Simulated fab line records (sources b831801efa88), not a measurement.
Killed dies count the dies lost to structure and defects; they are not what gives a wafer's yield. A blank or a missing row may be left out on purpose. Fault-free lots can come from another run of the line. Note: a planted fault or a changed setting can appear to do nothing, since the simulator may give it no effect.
2 desks looking at one fault / flow sky130 / every desk sees just its own numbers, and what lay behind them comes last

THE METROLOGY DESK
Means of the sampled wafers that have a number, per lot and without regard to the tool the lot ran on: this is what the gauges read. A lot is out of limits, marked OUT, if its mean lies more than 4 standard deviations from the usual mean; the brackets give that distance.
Columns: A = VIA2_OVL at SKY_VIA2_OVL_MEAS_13, usual 0 nm; B = CAPM_TIN_RS at SKY_CAPM_RS_MEAS_03, usual 6.93 ohm/sq; C = CAPM_TIN_THK at SKY_CAPM_THK_MEAS_04, usual 194.8 nm
lot=L189; first seen here=day 36 00:17; A=0; B=6.89; C=196.6
lot=L190; first seen here=day 36 20:22; A=5; B=6.94; C=194.1
lot=L191; first seen here=day 37 01:11; A=2; B=7.04; C=192.3
lot=L192; first seen here=day 37 04:33; A=0; B=7.03; C=191.8
lot=L194; first seen here=day 37 16:19; A=3; B=6.79; C=199.3
lot=L195; first seen here=day 38 17:47; A=1; B=6.91; C=196.6
lot=L196; first seen here=day 38 20:44; A=0; B=6.95; C=195.2
lot=L206; first seen here=day 41 13:17; A=7; B=7.18; C=187.8
lot=L210; first seen here=day 42 07:32; A=-3; B=7.17; C=188.7
lot=L212; first seen here=day 43 09:41; A=-9; B=6.89; C=195.2
This desk's finding: nothing out of limits on any of the 10 lots.

THE TOOL OWNER'S DESK: pvd sputter-03
The tool's own readings at SKY_CAPM_SPUTTER_02 (material TiN, target thk 200 nm, time 166.7 s): means of the sampled wafers that have a number, for each lot that ran on this tool. A lot is out of limits, marked OUT, if its mean lies more than 4 standard deviations from the usual mean; the brackets give that distance.
Columns: A = chamber pressure pa at SKY_CAPM_SPUTTER_02, usual 0.4001 Pa; B = throttle valve pct at SKY_CAPM_SPUTTER_02, usual 29.8 %
lot=L189; first seen here=day 36 01:57; A=0.4008; B=30.6
lot=L191; first seen here=day 37 02:50; A=0.4006; B=30.6
lot=L192; first seen here=day 37 06:14; A=0.4007; B=30.4
lot=L196; first seen here=day 38 22:26; A=0.3999; B=29.2
lot=L206; first seen here=day 41 15:00; A=0.3995; B=30.3
lot=L210; first seen here=day 42 09:23; A=0.3996; B=29.2
This desk's finding: nothing out of limits on any of the 6 lots.

ALL TOGETHER
At the metrology desk, nothing out of limits was observed.
Nothing out of limits was seen by the tool owner's desk.

WHAT WAS PUT IN BY THE SIMULATOR
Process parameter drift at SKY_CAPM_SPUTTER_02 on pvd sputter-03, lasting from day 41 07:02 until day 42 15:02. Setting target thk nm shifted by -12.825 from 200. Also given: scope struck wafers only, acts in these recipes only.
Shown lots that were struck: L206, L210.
